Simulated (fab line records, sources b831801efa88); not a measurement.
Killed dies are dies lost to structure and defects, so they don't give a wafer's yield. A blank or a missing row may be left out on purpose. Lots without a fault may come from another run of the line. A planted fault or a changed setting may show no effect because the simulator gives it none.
One fault seen from 2 desks | flow sky130 | each desk has only its own numbers; what lay behind them comes last

THE TOOL OWNER'S DESK: rie_diel-03
The tool's own readings at SKY_VIA1_ETCH_14 (etches BARC in N2/H2, stops on SiO2, time 45.9 s, target depth 60 nm): means of the sampled wafers that have a number, for each lot that ran on this tool. A lot is out of limits, marked OUT, if its mean lies more than 4 standard deviations from the usual mean; the brackets give that distance.
Columns: A = drypump_motor_current_A at SKY_VIA1_ETCH_14, usual 5.8 A; B = oes_product_au at SKY_VIA1_ETCH_14, usual 0.855 a.u.; C = rf_fwd_power_W at SKY_VIA1_ETCH_14, usual 495.3 W; D = run_length_s at SKY_VIA1_ETCH_14, usual 74.2 s; E = throttle_valve_pct at SKY_VIA1_ETCH_14, usual 13.224 %
lot  | first seen here | A   | B               | C     | D               | E
L164 | day 37 03:59    | 6.3 | 0.853           | 497.9 | 74.4            | 13.222
L172 | day 39 08:41    | 5.9 | 0.920 (+13) OUT | -     | 71.3 (-7.2) OUT | 13.225
L174 | day 40 09:02    | 6.2 | 0.919 (+13) OUT | -     | 71.3 (-7.3) OUT | 13.229
L175 | day 40 09:40    | 6.2 | 0.920 (+13) OUT | -     | 71.0 (-8.1) OUT | 13.229
This desk's finding: out of limits on L172, L174, L175; first on L172, day 39 08:41 (oes_product_au at SKY_VIA1_ETCH_14). In limits: L164.

THE METROLOGY DESK
What the gauges read, lot by lot, whatever tool the lot ran on: means of the sampled wafers that have a number. A lot is out of limits, marked OUT, if its mean lies more than 4 standard deviations from the usual mean; the brackets give that distance.
Columns: A = VIA1_BOW at SKY_VIA1_BOW_MEAS_03, usual 80 um; B = cd_nm at SKY_VIA1_CD_MEAS_12, usual 149.8 nm; C = VIA1_OVL at SKY_VIA1_OVL_MEAS_13, usual 2 nm
lot  | first seen here | A  | B     | C
L155 | day 33 03:30    | 71 | 149.2 | 2
L163 | day 35 10:19    | 78 | 149.2 | 3
L164 | day 36 01:32    | 78 | 150.5 | -4
L166 | day 36 07:59    | 85 | 148.8 | 8
L172 | day 38 07:21    | 79 | 150.2 | 0
L174 | day 39 08:11    | 68 | 149.6 | 0
L175 | day 39 08:48    | 81 | 148.6 | 8
This desk's finding: nothing out of limits on any of the 7 lots.

PUT TOGETHER
The tool owner's desk could have raised an alarm at day 39 08:41, on L172, L174, L175.
The metrology desk saw nothing out of limits.
The metrology desk has L172, L174, L175 on record, within its limits.
Of the lots named, all ran SKY_VIA1_ETCH_14 on rie_diel-03.

WHAT THE SIMULATOR HAD PUT IN
Process parameter drift: rie_diel-03, from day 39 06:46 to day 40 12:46, at SKY_VIA1_ETCH_14. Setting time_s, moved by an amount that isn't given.
Lots struck among those shown: L172, L174, L175.
Hours from the fault's start to each desk's first reading out of limits: the tool owner's desk, 2.
